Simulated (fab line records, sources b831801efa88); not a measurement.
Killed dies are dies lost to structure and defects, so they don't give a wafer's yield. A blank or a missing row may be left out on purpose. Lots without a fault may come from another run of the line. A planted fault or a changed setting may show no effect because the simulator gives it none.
A struck lot beside a sound one | flow sky130 | 17 steps out of a route of 708
Sound: wafers L339.2, L339.3, L339.6. Struck: wafers L335.1, L335.5, L335.6. The cause comes at the end.
At each step with rows: each side's tool, then ch and its chambers, then its first start. Under that, the readings that differ: sound wafers | struck wafers | difference of the means | sigmas: that difference in standard deviations of wafers without a fault.
alike: readings whose means differ by less than 2 such deviations, and words and numbers that are the same on both sides. not compared: withheld readings, readings that some wafer has no value for, bounds like >300 that may hide the same value, and numbers for which the record gives no deviation and whose values overlap.
The two part at a step that has a row with sigmas, a row that says differs or no value, or rows on one side only. Numbers that don't overlap but have no deviation are shown without sigmas and don't part them. A reading that every wafer of one side lacks parts them only if that side has two wafers or more.

first, 1 step without rows for these wafers: SKY_VT_ADJUST_LVTN_IMPLANT_19.
SKY_VT_ADJUST_LVTN_STRIP_20: strips in O2/N2.
  sound on plasma_asher-01 ch 0,1, day 12 05:39; struck on plasma_asher-03 ch 0,1, day 10 22:00
  alike: drypump_motor_current_A, oes_product_au, strip_time_to_endpoint_s
  not compared: rf_hours_counter_h
SKY_VT_ADJUST_LVTN_TW_MEAS_21:
  sound on film_metro-02, day 12 05:46; struck on film_metro-03, day 10 22:06
  alike: VT_ADJUST_LVTN_2_TW
then, 7 steps without rows for these wafers: SKY_VT_ADJUST_NCORE_DEHYDRATE_00 (time 60 s); SKY_VT_ADJUST_NCORE_HMDS_01 (prime time 60 s); SKY_VT_ADJUST_NCORE_COAT_02 (resist thk 1140 nm); SKY_VT_ADJUST_NCORE_SOFTBAKE_03 (time 60 s); SKY_VT_ADJUST_NCORE_EXPOSE_04 (exposes mask LVTN COMPLEMENT THIN, target cd 380 nm); SKY_VT_ADJUST_NCORE_PEB_05; SKY_VT_ADJUST_NCORE_DEVELOP_06 (develop time 60 s).
SKY_VT_ADJUST_NCORE_CD_MEAS_07: target cd 380 nm.
  sound on cd_sem-01, day 13 05:29; struck on cd_sem-01, day 11 20:35
  alike: cd_nm
SKY_VT_ADJUST_NCORE_OVL_MEAS_08:
  sound on overlay-02, day 13 05:35; struck on overlay-01, day 11 20:43
  alike: VT_ADJUST_NCORE_OVL
SKY_VT_ADJUST_NCORE_IMPLANT_09:
  sound on implanter-03 ch 0, day 13 05:38; struck on implanter-02 ch 0, day 11 20:45
  reading            | sound                            | struck                          | difference  | sigmas
  dose_ions_cm2      | 2.4021e+12 2.3976e+12 2.4002e+12 | 3.8686e+12 3.8683e+12 3.871e+12 | +1.4693e+12 | +99 or more
  faraday_current_uA | 12.92 13.53 13.18                | 21.76 21.43 21.74               | +8.43       | +30
SKY_VT_ADJUST_NCORE_STRIP_10: strips in O2/N2.
  sound on plasma_asher-02 ch 0,1, day 13 05:46; struck on plasma_asher-03 ch 0,1, day 11 20:54
  alike: drypump_motor_current_A, oes_product_au, strip_time_to_endpoint_s
  not compared: rf_hours_counter_h
SKY_VT_ADJUST_NCORE_TW_MEAS_11:
  sound on film_metro-02, day 13 05:53; struck on film_metro-01, day 11 21:00
  reading            | sound             | struck            | difference | sigmas
  VT_ADJUST_NCORE_TW | 218.1 217.3 218.2 | 249.2 249.7 250.8 | +32.0      | +27
then, 2 steps without rows for these wafers: SKY_VT_ADJUST_HVTR_DEHYDRATE_00 (time 60 s); SKY_PAD_OPEN_PROBE_99.

WHERE THEY PART
First at SKY_VT_ADJUST_NCORE_IMPLANT_09; last, within this record, at SKY_VT_ADJUST_NCORE_TW_MEAS_11.

WHY: what the simulator had put in
Process parameter drift: implanter-02, from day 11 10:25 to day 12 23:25, at SKY_VT_ADJUST_NCORE_IMPLANT_09. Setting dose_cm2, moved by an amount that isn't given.
